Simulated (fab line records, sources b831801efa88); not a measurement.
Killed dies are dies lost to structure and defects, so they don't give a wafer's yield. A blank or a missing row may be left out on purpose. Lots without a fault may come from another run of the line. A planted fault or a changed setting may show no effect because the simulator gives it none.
Split-lot experiment | flow gf180mcu | 5 lots, 23 wafers read, on a route of 602 steps

THE SPLIT
At GF_NSD_IMPLANT_10, the setting energy_kev was moved away from the recipe's 40 on 6 of the 23 wafers read, by -8.9% to +7.3%. The other wafers ran this setting at the recipe's value.

The reading is taken at the split's own step.

THE READING
implant.drp_nm (the simulator's own value, which no gauge read), in nm, at GF_NSD_IMPLANT_10. The file gives no usual value for it.

wafer  | tool, chamber at the split | energy_kev as run | against the recipe | implant.drp_nm, nm | against lot-mates on the recipe
L074.1 | implanter-01, 0            | 42.91             | +7.3%              | 22.45              | +1.29
L074.2 | implanter-01, 0            | 42.91             | +7.3%              | 22.45              | +1.29
L074.4 | implanter-01, 0            | 42.91             | +7.3%              | 22.45              | +1.29
L074.3 | implanter-01, 0            | 40                | recipe             | 21.16              | -
L074.6 | implanter-01, 0            | 40                | recipe             | 21.16              | -
L077.1 | implanter-03, 0            | 36.42             | -8.9%              | 19.53              | -1.63
L077.4 | implanter-03, 0            | 36.42             | -8.9%              | 19.53              | -1.63
L077.5 | implanter-03, 0            | 36.42             | -8.9%              | 19.53              | -1.63
L077.2 | implanter-03, 0            | 40                | recipe             | 21.16              | -
L077.6 | implanter-03, 0            | 40                | recipe             | 21.16              | -
L081.2 | implanter-03, 0            | 40                | recipe             | 21.16              | -
L081.4 | implanter-03, 0            | 40                | recipe             | 21.16              | -
L081.6 | implanter-03, 0            | 40                | recipe             | 21.16              | -
L082.1 | implanter-03, 0            | 40                | recipe             | 21.16              | -
L082.3 | implanter-03, 0            | 40                | recipe             | 21.16              | -
L082.4 | implanter-03, 0            | 40                | recipe             | 21.16              | -
L082.5 | implanter-03, 0            | 40                | recipe             | 21.16              | -
L082.6 | implanter-03, 0            | 40                | recipe             | 21.16              | -
L085.1 | implanter-03, 0            | 40                | recipe             | 21.16              | -
L085.2 | implanter-03, 0            | 40                | recipe             | 21.16              | -
L085.3 | implanter-03, 0            | 40                | recipe             | 21.16              | -
L085.4 | implanter-03, 0            | 40                | recipe             | 21.16              | -
L085.6 | implanter-03, 0            | 40                | recipe             | 21.16              | -

THE FIT
A straight line over all 23 wafers: implant.drp_nm changes by +0.18 nm for each +1% of energy_kev; r = +1.00; the points scatter about the line by 0.0088 nm.
The same after taking each lot's own level away (the mean of its wafers on the recipe; 23 wafers): +0.18 nm for each +1%; r = +1.00; scatter 0.0088 nm.
On that fit, the largest move of energy_kev shifts the reading by 1.6 nm.
The lots' own levels span 21.160 to 21.160 nm.
So the lot-to-lot level changes the slope little: the two slopes agree.
Check: with one of the wafers moved furthest among these (-8.9%) left out of the fit, the line predicts -1.61 nm for it against its lot-mates. It came out at -1.63 nm against them.

OTHER SPLITS ON THESE WAFERS
These wafers also went through other splits before the reading. Each is held against what the fit with the lots' levels taken away leaves over:
other split on the same wafers | wafers away from the commonest value | r with implant.drp_nm (lot level and that fit taken away)
GF_NSD_COAT_02 resist_thk_nm   | 4                                    | +0.00

THE WHOLE CHAIN: every reading that the file lists as answering this split, in the file's order
step              | what it does | reading                                                         | change (the file's fit)               | r (the file's)
GF_NSD_IMPLANT_10 |              | implant.rp_nm (the simulator's own value, which no gauge read)  | +0.471 nm for each +1% of the setting | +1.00
GF_NSD_IMPLANT_10 |              | implant.drp_nm (the simulator's own value, which no gauge read) | +0.18 nm for each +1% of the setting  | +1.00

THE FILE'S OWN FIT
implant.drp_nm changes by +0.18 nm for each +1% of energy_kev, r = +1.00.
